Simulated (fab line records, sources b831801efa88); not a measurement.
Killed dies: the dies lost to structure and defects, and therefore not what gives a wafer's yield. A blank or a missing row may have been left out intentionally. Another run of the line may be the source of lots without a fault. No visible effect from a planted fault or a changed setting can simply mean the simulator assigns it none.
One fault through the eyes of 2 desks ; flow gf180mcu ; each desk holds nothing but its own numbers, with what lay behind them at the end

AT THE METROLOGY DESK
Means of the sampled wafers that have a number, per lot and without regard to the tool the lot ran on: this is what the gauges read. The brackets show how far a lot's mean lies from the usual mean; more than 4 standard deviations puts the lot out of limits, marked OUT.
Columns: A = cdNm at GF_STI_CD_MEAS_12, usual 219.9 nm; B = VT_IMPLANT_4_TW at GF_VT_IMPLANT_TW_MEAS_43, usual 692; C = LVPWELL_RS at GF_VT_IMPLANT_RS_MEAS_48, usual 1195.4 ohm/sq
lot;first seen here;A;B;C
L849;day 2 00:32;220.5;693;1196.7
L852;day 2 17:05;221.3;690;1196.3
L853;day 2 22:23;219.3;692;1195.2
L854;day 3 04:07;221.5;693;1199.1
L855;day 3 08:17;219.8;686;1192.8
L856;day 3 13:25;221.5;694;1196.7
L857;day 3 18:34;220.9;695;1194.0
L858;day 3 23:50;221.0;692;1190.7
L863;day 5 01:47;220.2;690;1191.6
L865;day 5 11:34;221.6;691;1200.2
L867;day 5 21:41;222.5;688;1194.8
L868;day 6 04:13;219.8;701;1192.5
L872;day 7 01:08;219.4;686;1199.1
This desk's verdict: no lot among the 13 shows anything out of limits.

TOOL OWNER'S DESK, lithoTrack-04
The tool's own readings at GF_STI_PEB_10 (peb time 90 s): means of the sampled wafers that have a number, for each lot that ran on this tool. The brackets show how far a lot's mean lies from the usual mean; more than 4 standard deviations puts the lot out of limits, marked OUT.
Columns: A = heaterPowerTotalW at GF_STI_PEB_10, usual 85.69 W
lot;first seen here;A
L849;day 2 00:12;85.69
L852;day 2 16:46;85.68
L857;day 3 18:14;85.74
L863;day 5 01:27;85.67
L865;day 5 11:13;89.62 (+49) OUT
L867;day 5 21:17;89.72 (+50) OUT
L868;day 6 03:52;87.75 (+25) OUT
This desk's finding: out of limits on L865, L867, L868; first on L865, day 5 11:13 (heaterPowerTotalW at GF_STI_PEB_10). In limits: L849, L852, L857, L863.

TAKEN TOGETHER
At day 5 11:13, on L865, L867, L868, the tool owner's desk was in a position to raise an alarm.
The metrology desk saw nothing out of limits.
The metrology desk has L865, L867, L868 on record, within its limits.
The lots listed all ran GF_STI_PEB_10 on lithoTrack-04.

WHAT HAD BEEN PUT IN BY THE SIMULATOR
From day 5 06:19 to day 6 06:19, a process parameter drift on lithoTrack-04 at GF_STI_PEB_10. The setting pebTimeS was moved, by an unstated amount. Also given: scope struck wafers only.
Struck lots among those shown: L865, L867, L868.
Time in hours from fault onset to the first out-of-limits reading at each desk: the tool owner's desk, 5.
